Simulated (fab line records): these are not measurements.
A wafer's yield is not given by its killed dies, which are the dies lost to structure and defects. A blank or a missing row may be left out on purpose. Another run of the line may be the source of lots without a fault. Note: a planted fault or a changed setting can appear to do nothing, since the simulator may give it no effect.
Struck lot and sound lot, side by side / flow sky130 / 15 out of 708 route steps
Sound: the wafers L579.2, L579.3, L579.5. Struck: wafers L594.1, L594.5, L594.6. At the end, the cause is stated.
At each step with rows: each side's tool, then ch and its chambers, then its first start. Under that, the readings that differ: sound wafers / struck wafers / difference of the means / sigmas: that difference in standard deviations of wafers without a fault.
alike: a reading whose means differ by less than 2 such deviations, as well as words and numbers matching on both sides. not compared: withheld readings; readings where some wafer has no value; bounds like >300 that might hide an equal value; numbers whose values overlap and for which the record gives no deviation.
A row with sigmas, a row that says differs or no value, or rows on one side alone: a step with any of these is where the two part. Numbers that don't overlap but have no deviation are shown without sigmas and don't part them. A reading missing from all wafers of one side parts the sides only when that side holds two or more wafers.

first, 2 steps without rows for these wafers: SKY_LDD_HVN_PEB_05; SKY_LDD_HVN_DEVELOP_06 (develop time 60 s).
SKY_LDD_HVN_OVL_MEAS_07:
  sound: overlay-01 at day 23 01:47; struck: overlay-01 at day 28 10:28
  alike: LDD_HVN_OVL
after that, 1 step had no rows for these wafers: SKY_LDD_HVN_IMPLANT_08.
SKY_LDD_HVN_STRIP_09: strips in O2/N2.
  sound on plasmaAsher-01 ch 0,1, day 23 01:58; struck on plasmaAsher-01 ch 0,1, day 28 10:40
reading=stripTimeToEndpointS (s); sound=4.161 4.150 4.173; struck=4.136 4.121 4.112; difference=-0.038; sigmas=-2
  alike: drypumpMotorCurrentA, o2FlowSccm, oesProductAu
  not compared: rfHoursCounterH
SKY_LDD_HVN_TW_MEAS_10:
  sound: filmMetro-03 at day 23 02:05; struck: filmMetro-01 at day 28 10:46
  alike: LDD_HVN_TW
then, 6 steps without rows for these wafers: SKY_LDD_HVP_DEHYDRATE_00 (time 60 s); SKY_LDD_HVP_HMDS_01 (prime time 60 s); SKY_LDD_HVP_COAT_02 (resist thk 300 nm); SKY_LDD_HVP_SOFTBAKE_03 (time 60 s); SKY_LDD_HVP_EXPOSE_04 (exposes mask HVPTM, target cd 700 nm); SKY_LDD_HVP_PEB_05.
SKY_LDD_HVP_DEVELOP_06: develop time 60 s.
  sound on lithoTrack-01 ch 0, day 24 08:07; struck on lithoTrack-03 ch 0, day 29 14:59
reading=developerTempC (C); sound=22.93 22.88 22.96; struck=23.91 23.91 23.80; difference=+0.95; sigmas=+10
SKY_LDD_HVP_OVL_MEAS_07:
  sound: overlay-02 at day 24 08:14; struck: overlay-01 at day 29 15:08
  alike: LDD_HVP_OVL
-- the record jumps here: 21 days lie between the struck wafers' starts before and after (it left off in module LDD_HVP and takes up again in module PAD_OPEN, whose first step shown is number 708 of the route) --
SKY_PAD_OPEN_PROBE_99:
  record: rows for the struck wafers here (prober-02, day 50 22:22), none for the sound ones

## WHERE THEY PART
Earliest at SKY_LDD_HVN_STRIP_09; latest, in this record, at SKY_PAD_OPEN_PROBE_99.

WHY: the cause the simulator had injected
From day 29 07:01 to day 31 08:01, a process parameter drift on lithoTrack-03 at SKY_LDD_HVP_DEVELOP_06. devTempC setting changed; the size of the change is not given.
